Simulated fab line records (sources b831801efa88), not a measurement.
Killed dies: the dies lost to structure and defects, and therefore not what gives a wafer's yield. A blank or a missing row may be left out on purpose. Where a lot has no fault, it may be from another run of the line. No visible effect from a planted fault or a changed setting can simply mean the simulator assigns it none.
fab line records :: flow sfq-line
[record]
  lots = 14
  wafers = 42
  last-day = 89
route steps=325 shown R5@220
lots that met no fault: from a run of the same line without faults
start-h: start of the lot's first displayed wafer, in hours after the record's first day :: wait-h: hours elapsed since this lot's preceding step :: " identical to the entry in the row above :: L1.1+2: several wafers, shown together as one row :: - no value present, or no start provided :: * or withheld: withheld :: < > ~ a bound
route shown NAME@n: a module of which the file shows steps, and the number in the route of the first :: usual: mean/standard deviation taken from wafers without a fault :: same: alike in all rows :: chamber/n: place in a boat :: sites: each site's reading :: _std_site: standard deviation across them :: _edge_site: outer sites' mean less inner sites' :: radius-mm: how far each site lies from the wafer's centre :: mask NAME#n: copy n :: behind: the last tool/chamber to shape the wafer :: hold: why the lot was held/for how many hours/how that ended :: device: the n, p or np transistor that did not switch :: end of line: the tests these same wafers got at the end of their route :: step lacking rows: just its recipe :: killed: not the wafer's yield, but the dies lost to structure and defects at the first sort :: map: the dies of a wafer, with x for killed, . for not killed, _ for no die there
set.NAME: the setting that was run; set.NAME@STEP: the one run at that earlier step :: model.NAME: the simulator's own value behind a step, which no gauge read
one table for each step of the route and one row for each wafer, over a sample of lots
services: a tool's chamber out of use, with start hour (start-h, from the record's first day; less than 0 if before it), hours out, and reason
[[steps]]
[step SFQ_TRILAYER_R5_LITHO_EXPOSE_137]
[recipe]
  mask-id = R5
  na = 0.6
  source-shape = conventional
  sigma-outer = 0.65
  target-cd-nm = 500
  dose-mj = 14.4
[usual]
  stage-vel-mm-s = 500.01/0.26
lot.wafer: L969.1
tool: krf-scanner-01
chamber: 0
start-h: 1309.33
wait-h: -
mask: R5#0
stage-vel-mm-s: 500.12

lot.wafer: L969.2
tool: krf-scanner-01
chamber: 0
start-h: 1309.33
wait-h: -
mask: R5#0
stage-vel-mm-s: 500.25

lot.wafer: L969.6
tool: krf-scanner-01
chamber: 0
start-h: 1309.33
wait-h: -
mask: R5#0
stage-vel-mm-s: 500.23

lot.wafer: L970.1
tool: krf-scanner-01
chamber: 0
start-h: 1311.73
wait-h: -
mask: R5#0
stage-vel-mm-s: 499.38

lot.wafer: L970.4
tool: krf-scanner-01
chamber: 0
start-h: 1311.73
wait-h: -
mask: R5#0
stage-vel-mm-s: 499.60

lot.wafer: L970.5
tool: krf-scanner-01
chamber: 0
start-h: 1311.73
wait-h: -
mask: R5#0
stage-vel-mm-s: 499.81

lot.wafer: L971.1
tool: krf-scanner-01
chamber: 0
start-h: 1312.93
wait-h: -
mask: R5#0
stage-vel-mm-s: 500.35

lot.wafer: L971.4
tool: krf-scanner-01
chamber: 0
start-h: 1312.93
wait-h: -
mask: R5#0
stage-vel-mm-s: 500.08

lot.wafer: L971.6
tool: krf-scanner-01
chamber: 0
start-h: 1312.93
wait-h: -
mask: R5#0
stage-vel-mm-s: 499.93

lot.wafer: L972.1
tool: krf-scanner-02
chamber: 0
start-h: 1325.05
wait-h: -
mask: R5#0
stage-vel-mm-s: 499.84

lot.wafer: L972.5
tool: krf-scanner-02
chamber: 0
start-h: 1325.05
wait-h: -
mask: R5#0
stage-vel-mm-s: 499.82

lot.wafer: L972.6
tool: krf-scanner-02
chamber: 0
start-h: 1325.05
wait-h: -
mask: R5#0
stage-vel-mm-s: 499.72

lot.wafer: L973.3
tool: krf-scanner-01
chamber: 0
start-h: 1328.92
wait-h: -
mask: R5#0
stage-vel-mm-s: 500.13

lot.wafer: L973.4
tool: krf-scanner-01
chamber: 0
start-h: 1328.92
wait-h: -
mask: R5#0
stage-vel-mm-s: 500.09

lot.wafer: L973.6
tool: krf-scanner-01
chamber: 0
start-h: 1328.92
wait-h: -
mask: R5#0
stage-vel-mm-s: 500.25

lot.wafer: L974.1
tool: krf-scanner-01
chamber: 0
start-h: 1332.12
wait-h: -
mask: R5#0
stage-vel-mm-s: 500.28

lot.wafer: L974.3
tool: krf-scanner-01
chamber: 0
start-h: 1332.12
wait-h: -
mask: R5#0
stage-vel-mm-s: 500.43

lot.wafer: L974.4
tool: krf-scanner-01
chamber: 0
start-h: 1332.12
wait-h: -
mask: R5#0
stage-vel-mm-s: 499.85

lot.wafer: L975.1
tool: krf-scanner-02
chamber: 0
start-h: 1379.79
wait-h: -
mask: R5#0
stage-vel-mm-s: 500.01

lot.wafer: L975.2
tool: krf-scanner-02
chamber: 0
start-h: 1379.79
wait-h: -
mask: R5#0
stage-vel-mm-s: 500.02

lot.wafer: L975.4
tool: krf-scanner-02
chamber: 0
start-h: 1379.79
wait-h: -
mask: R5#0
stage-vel-mm-s: 500.03

lot.wafer: L985.2
tool: krf-scanner-01
chamber: 0
start-h: 1597.42
wait-h: -
mask: R5#0
stage-vel-mm-s: 500.00

lot.wafer: L985.3
tool: krf-scanner-01
chamber: 0
start-h: 1597.42
wait-h: -
mask: R5#0
stage-vel-mm-s: 499.47

lot.wafer: L985.5
tool: krf-scanner-01
chamber: 0
start-h: 1597.42
wait-h: -
mask: R5#0
stage-vel-mm-s: 499.87

lot.wafer: L986.1
tool: krf-scanner-01
chamber: 0
start-h: 1627.30
wait-h: -
mask: R5#0
stage-vel-mm-s: 499.82

lot.wafer: L986.4
tool: krf-scanner-01
chamber: 0
start-h: 1627.30
wait-h: -
mask: R5#0
stage-vel-mm-s: 499.76

lot.wafer: L986.5
tool: krf-scanner-01
chamber: 0
start-h: 1627.30
wait-h: -
mask: R5#0
stage-vel-mm-s: 499.79

lot.wafer: L988.1
tool: krf-scanner-02
chamber: 0
start-h: 1643.29
wait-h: -
mask: R5#0
stage-vel-mm-s: 499.98

lot.wafer: L988.2
tool: krf-scanner-02
chamber: 0
start-h: 1643.29
wait-h: -
mask: R5#0
stage-vel-mm-s: 500.15

lot.wafer: L988.5
tool: krf-scanner-02
chamber: 0
start-h: 1643.29
wait-h: -
mask: R5#0
stage-vel-mm-s: 500.20

lot.wafer: L989.1
tool: krf-scanner-02
chamber: 0
start-h: 1653.06
wait-h: -
mask: R5#0
stage-vel-mm-s: 499.82

lot.wafer: L989.2
tool: krf-scanner-02
chamber: 0
start-h: 1653.06
wait-h: -
mask: R5#0
stage-vel-mm-s: 500.38

lot.wafer: L989.5
tool: krf-scanner-02
chamber: 0
start-h: 1653.06
wait-h: -
mask: R5#0
stage-vel-mm-s: 500.24

lot.wafer: L990.1
tool: krf-scanner-02
chamber: 0
start-h: 1655.01
wait-h: -
mask: R5#0
stage-vel-mm-s: 500.19

lot.wafer: L990.3
tool: krf-scanner-02
chamber: 0
start-h: 1655.01
wait-h: -
mask: R5#0
stage-vel-mm-s: 500.31

lot.wafer: L990.6
tool: krf-scanner-02
chamber: 0
start-h: 1655.01
wait-h: -
mask: R5#0
stage-vel-mm-s: 500.07

lot.wafer: L991.1
tool: krf-scanner-02
chamber: 0
start-h: 1666.53
wait-h: -
mask: R5#0
stage-vel-mm-s: 500.16

lot.wafer: L991.3
tool: krf-scanner-02
chamber: 0
start-h: 1666.53
wait-h: -
mask: R5#0
stage-vel-mm-s: 500.05

lot.wafer: L991.4
tool: krf-scanner-02
chamber: 0
start-h: 1666.53
wait-h: -
mask: R5#0
stage-vel-mm-s: 500.01

lot.wafer: L992.2
tool: krf-scanner-02
chamber: 0
start-h: 1667.93
wait-h: -
mask: R5#0
stage-vel-mm-s: 499.94

lot.wafer: L992.4
tool: krf-scanner-02
chamber: 0
start-h: 1667.93
wait-h: -
mask: R5#0
stage-vel-mm-s: 499.75

lot.wafer: L992.5
tool: krf-scanner-02
chamber: 0
start-h: 1667.93
wait-h: -
mask: R5#0
stage-vel-mm-s: 500.59
[step SFQ_R5_OVL_MEAS_935]
[usual]
  R5_OVL = 2/5.6
lot.wafer: L969.1
tool: overlay-02
chamber: -
start-h: 1310.83
wait-h: 0.1
R5_OVL[nm]: 0

lot.wafer: L969.2
tool: overlay-02
chamber: -
start-h: 1310.83
wait-h: 0.1
R5_OVL[nm]: -5

lot.wafer: L969.6
tool: overlay-02
chamber: -
start-h: 1310.83
wait-h: 0.1
R5_OVL[nm]: 0

lot.wafer: L970.1
tool: overlay-02
chamber: -
start-h: 1313.23
wait-h: 0.1
R5_OVL[nm]: -8

lot.wafer: L970.4
tool: overlay-02
chamber: -
start-h: 1313.23
wait-h: 0.1
R5_OVL[nm]: -9

lot.wafer: L970.5
tool: overlay-02
chamber: -
start-h: 1313.23
wait-h: 0.1
R5_OVL[nm]: -2

lot.wafer: L971.1
tool: overlay-02
chamber: -
start-h: 1314.43
wait-h: 0.1
R5_OVL[nm]: -10

lot.wafer: L971.4
tool: overlay-02
chamber: -
start-h: 1314.43
wait-h: 0.1
R5_OVL[nm]: -4

lot.wafer: L971.6
tool: overlay-02
chamber: -
start-h: 1314.43
wait-h: 0.1
R5_OVL[nm]: 4

lot.wafer: L972.1
tool: overlay-02
chamber: -
start-h: 1326.55
wait-h: 0.1
R5_OVL[nm]: -1

lot.wafer: L972.5
tool: overlay-02
chamber: -
start-h: 1326.55
wait-h: 0.1
R5_OVL[nm]: 1

lot.wafer: L972.6
tool: overlay-02
chamber: -
start-h: 1326.55
wait-h: 0.1
R5_OVL[nm]: 1

lot.wafer: L973.3
tool: overlay-01
chamber: -
start-h: 1330.03
wait-h: 0.1
R5_OVL[nm]: 3

lot.wafer: L973.4
tool: overlay-01
chamber: -
start-h: 1330.03
wait-h: 0.1
R5_OVL[nm]: 1

lot.wafer: L973.6
tool: overlay-01
chamber: -
start-h: 1330.03
wait-h: 0.1
R5_OVL[nm]: -3

lot.wafer: L974.1
tool: overlay-01
chamber: -
start-h: 1333.62
wait-h: 0.1
R5_OVL[nm]: 4

lot.wafer: L974.3
tool: overlay-01
chamber: -
start-h: 1333.62
wait-h: 0.1
R5_OVL[nm]: 4

lot.wafer: L974.4
tool: overlay-01
chamber: -
start-h: 1333.62
wait-h: 0.1
R5_OVL[nm]: -5

lot.wafer: L975.1
tool: overlay-01
chamber: -
start-h: 1381.29
wait-h: 0.1
R5_OVL[nm]: 3

lot.wafer: L975.2
tool: overlay-01
chamber: -
start-h: 1381.29
wait-h: 0.1
R5_OVL[nm]: 7

lot.wafer: L975.4
tool: overlay-01
chamber: -
start-h: 1381.29
wait-h: 0.1
R5_OVL[nm]: 4

lot.wafer: L985.2
tool: overlay-01
chamber: -
start-h: 1598.72
wait-h: 0.1
R5_OVL[nm]: 165

lot.wafer: L985.3
tool: overlay-01
chamber: -
start-h: 1598.72
wait-h: 0.1
R5_OVL[nm]: 165

lot.wafer: L985.5
tool: overlay-01
chamber: -
start-h: 1598.72
wait-h: 0.1
R5_OVL[nm]: 159

lot.wafer: L986.1
tool: overlay-01
chamber: -
start-h: 1628.80
wait-h: 0.1
R5_OVL[nm]: 165

lot.wafer: L986.4
tool: overlay-01
chamber: -
start-h: 1628.80
wait-h: 0.1
R5_OVL[nm]: 165

lot.wafer: L986.5
tool: overlay-01
chamber: -
start-h: 1628.80
wait-h: 0.1
R5_OVL[nm]: 157

lot.wafer: L988.1
tool: overlay-02
chamber: -
start-h: 1644.79
wait-h: 0.1
R5_OVL[nm]: -2

lot.wafer: L988.2
tool: overlay-02
chamber: -
start-h: 1644.79
wait-h: 0.1
R5_OVL[nm]: 3

lot.wafer: L988.5
tool: overlay-02
chamber: -
start-h: 1644.79
wait-h: 0.1
R5_OVL[nm]: -1

lot.wafer: L989.1
tool: overlay-01
chamber: -
start-h: 1654.56
wait-h: 0.1
R5_OVL[nm]: 11

lot.wafer: L989.2
tool: overlay-01
chamber: -
start-h: 1654.56
wait-h: 0.1
R5_OVL[nm]: 3

lot.wafer: L989.5
tool: overlay-01
chamber: -
start-h: 1654.56
wait-h: 0.1
R5_OVL[nm]: 4

lot.wafer: L990.1
tool: overlay-02
chamber: -
start-h: 1656.51
wait-h: 0.1
R5_OVL[nm]: 6

lot.wafer: L990.3
tool: overlay-02
chamber: -
start-h: 1656.51
wait-h: 0.1
R5_OVL[nm]: 5

lot.wafer: L990.6
tool: overlay-02
chamber: -
start-h: 1656.51
wait-h: 0.1
R5_OVL[nm]: 3

lot.wafer: L991.1
tool: overlay-02
chamber: -
start-h: 1668.03
wait-h: 0.1
R5_OVL[nm]: 4

lot.wafer: L991.3
tool: overlay-02
chamber: -
start-h: 1668.03
wait-h: 0.1
R5_OVL[nm]: 8

lot.wafer: L991.4
tool: overlay-02
chamber: -
start-h: 1668.03
wait-h: 0.1
R5_OVL[nm]: 14

lot.wafer: L992.2
tool: overlay-02
chamber: -
start-h: 1669.24
wait-h: 0.1
R5_OVL[nm]: 11

lot.wafer: L992.4
tool: overlay-02
chamber: -
start-h: 1669.24
wait-h: 0.1
R5_OVL[nm]: 10

lot.wafer: L992.5
tool: overlay-02
chamber: -
start-h: 1669.24
wait-h: 0.1
R5_OVL[nm]: 10
[[services]]
tool: krf-scanner-02
chamber: -
start-h: 1286.62
hours: 1.3
kind: pm

tool: krf-scanner-02
chamber: -
start-h: 1317.35
hours: 0.8
kind: pm

tool: krf-scanner-01
chamber: -
start-h: 1323.73
hours: 1.0
kind: pm

tool: krf-scanner-02
chamber: -
start-h: 1327.45
hours: 1.0
kind: pm

tool: krf-scanner-01
chamber: -
start-h: 1346.52
hours: 1.3
kind: pm

tool: krf-scanner-02
chamber: -
start-h: 1363.94
hours: 0.6
kind: repair

tool: krf-scanner-02
chamber: -
start-h: 1365.88
hours: 3.6
kind: pm

tool: krf-scanner-01
chamber: -
start-h: 1378.46
hours: 0.8
kind: pm

tool: krf-scanner-02
chamber: -
start-h: 1395.40
hours: 0.2
kind: repair

tool: krf-scanner-01
chamber: -
start-h: 1415.93
hours: 4.4
kind: pm

tool: krf-scanner-01
chamber: -
start-h: 1432.63
hours: 4.0
kind: pm

tool: krf-scanner-02
chamber: -
start-h: 1462.35
hours: 1.3
kind: pm

tool: krf-scanner-02
chamber: -
start-h: 1473.16
hours: 5.5
kind: repair

tool: krf-scanner-02
chamber: -
start-h: 1485.01
hours: 0.8
kind: pm

tool: krf-scanner-01
chamber: -
start-h: 1492.47
hours: 1.0
kind: pm

tool: krf-scanner-02
chamber: -
start-h: 1496.20
hours: 1.0
kind: pm

tool: krf-scanner-01
chamber: -
start-h: 1521.73
hours: 1.3
kind: pm

tool: krf-scanner-01
chamber: -
start-h: 1523.44
hours: 1.8
kind: repair

tool: krf-scanner-01
chamber: -
start-h: 1525.83
hours: 7.5
kind: repair

tool: krf-scanner-02
chamber: -
start-h: 1534.40
hours: 0.8
kind: pm

tool: krf-scanner-02
chamber: -
start-h: 1543.88
hours: 0.4
kind: repair

tool: krf-scanner-01
chamber: -
start-h: 1546.57
hours: 0.8
kind: pm

tool: krf-scanner-01
chamber: -
start-h: 1552.13
hours: 0.4
kind: repair

tool: krf-scanner-02
chamber: -
start-h: 1609.20
hours: 2.4
kind: repair
[[key]]
[first-sign]
  step = SFQ_R5_OVL_MEAS_935
  reading = R5_OVL
  direction = up
  sigmas = 29
  usual = 2
  struck = 163
effect none on later readings
met-at SFQ_TRILAYER_R5_LITHO_EXPOSE_137
struck-lots L985,L986
onset-between 1332.12 1597.42
[fault]
  kind = scanner-matching-overlay
  tool = krf-scanner-01
  chamber = -
  onset-h = 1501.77
  steps = SFQ_TRILAYER_R5_LITHO_EXPOSE_137
  offset = 161.07
